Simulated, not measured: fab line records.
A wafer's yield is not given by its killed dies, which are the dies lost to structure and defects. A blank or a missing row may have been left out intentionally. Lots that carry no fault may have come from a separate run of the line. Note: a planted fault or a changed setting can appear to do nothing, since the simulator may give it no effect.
A struck lot beside a sound one :: flow sky130 :: 17 out of 708 route steps
Sound: wafers L456.1, L456.3, L456.6. Wafers L463.2, L463.3, L463.4 were the ones struck. Last of all comes the cause.
Per side, at each step with rows, come the tool, then ch with its chambers, and then its first start. Under that, the readings that differ: sound wafers :: struck wafers :: difference of the means :: sigmas: that difference in standard deviations of wafers without a fault.
alike: same words and numbers on both sides, and readings whose means sit less than 2 such deviations apart. not compared: any withheld reading, any reading some wafer has no value for, any bound like >300 that may hide the same value, and any number with overlapping values for which the record gives no deviation.
A row with sigmas, a row that says differs or no value, or rows on one side alone: a step with any of these is where the two part. Numbers that have no deviation but don't overlap get no sigmas and don't part them. A reading that every wafer of one side lacks parts them only if that side has two wafers or more.

SKY_GATE_OXIDE_TW_MEAS_14:
  sound on film-metro-04, day 14 06:20; struck on film-metro-03, day 16 22:02
reading: GATE_OXIDE_TW
sound: 224.2 225.7 226.1
struck: 222.2 222.1 222.1
difference: -3.2
sigmas: -2
then, 3 steps without rows for these wafers: SKY_GATE_OXIDE_CLEAN_15 (cleans in SC1/SC2, time 150 s); SKY_GATE_OXIDE_OXIDATION_16 (stabilise 600 s, purge 300 s, target thk 3.57 nm); SKY_POLY_GATE_CVD_00 (deposits poly-Si, target thk 180 nm, time 720 s).
SKY_POLY_GATE_THK_MEAS_01:
  sound on film-metro-01, day 14 10:04; struck on film-metro-01, day 17 01:40
reading: POLY_GATE_CVD_00_THK (nm)
sound: 182.6 182.0 182.9
struck: 179.0 179.7 179.0
difference: -3.3
sigmas: -2
then, 7 steps without rows for these wafers: SKY_RES_PROTECT_DEHYDRATE_00 (time 60 s); SKY_RES_PROTECT_HMDS_01 (prime time 60 s); SKY_RES_PROTECT_COAT_02 (resist thk 1140 nm); SKY_RES_PROTECT_SOFTBAKE_03 (time 60 s); SKY_RES_PROTECT_EXPOSE_04 (exposes mask RPM, target cd 1270 nm); SKY_RES_PROTECT_PEB_05; SKY_RES_PROTECT_DEVELOP_06 (develop time 60 s).
SKY_POLY_GATE_IMPLANT_02:
  sound on implanter-03 ch 0, day 15 13:09; struck on implanter-02 ch 0, day 18 07:17
  alike: beam-energy-keV
SKY_RES_PROTECT_STRIP_07: strips in O2/N2.
  sound on plasma-asher-02 ch 0,1, day 15 13:18; struck on plasma-asher-04 ch 0,1, day 18 07:24
reading: oes-product-au (a.u.)
sound: 0.518 0.510 0.511
struck: 0.496 0.499 0.506
difference: -0.013
sigmas: -3

reading: strip-time-to-endpoint-s (s)
sound: 23.29 23.32 23.32
struck: 25.10 25.12 25.09
difference: +1.79
sigmas: +50
  alike: drypump-motor-current-A
  not compared: rf-hours-counter-h
SKY_RES_PROTECT_TW_MEAS_08:
  sound on film-metro-02, day 15 13:24; struck on film-metro-01, day 18 07:31
reading: POLY_GATE_TW
sound: 4022 4051 4045
struck: 4159 4190 4202
difference: +144
sigmas: +4
then, 1 step without rows for these wafers: SKY_RES_PROTECT_CLEAN_09 (cleans in SC1/SC2, time 150 s).
-- record jumps: 30 days separate the struck wafers' starts on either side; left off in module RES_PROTECT, taken up again in module PAD_OPEN, whose first shown step is the route's number 708 --
SKY_PAD_OPEN_PROBE_99:
  sound on prober-02, day 46 00:12; struck on prober-02, day 47 22:57
reading: model.etest.res-poly.line-ohm-um
sound: 519.5 521.9 508.1
struck: 394.6 381.1 405.9
difference: -122.6
sigmas: 

reading: model.etest.licon-poly.rc-ohm
sound: 146.6 153.1 149.1
struck: 106.4 106.5 106.5
difference: -43.1
sigmas: 

reading: model.etest.res-poly.rs-ohm-sq
sound: 47.46 48.66 48.08
struck: 36.02 35.65 35.87
difference: -12.22
sigmas: 

reading: model.etest.nfet_01v8_lvt.vt-long-v (V)
sound: 0.4354 0.4347 0.4353
struck: 0.4387 0.4362 0.4378
difference: +0.0024
sigmas: 
  alike: killed_at_M0_to_M3, killed_at_M4_up, killed-at-contacts, killed-at-front-end, killed-at-other, killed-dies, killed-open, killed-short

## WHERE THEY PART
Last at SKY_RES_PROTECT_TW_MEAS_08 as far as this record goes, first at SKY_GATE_OXIDE_TW_MEAS_14. Later steps at which nothing parts them and some readings are alike: SKY_PAD_OPEN_PROBE_99.

WHY: what had been put in by the simulator
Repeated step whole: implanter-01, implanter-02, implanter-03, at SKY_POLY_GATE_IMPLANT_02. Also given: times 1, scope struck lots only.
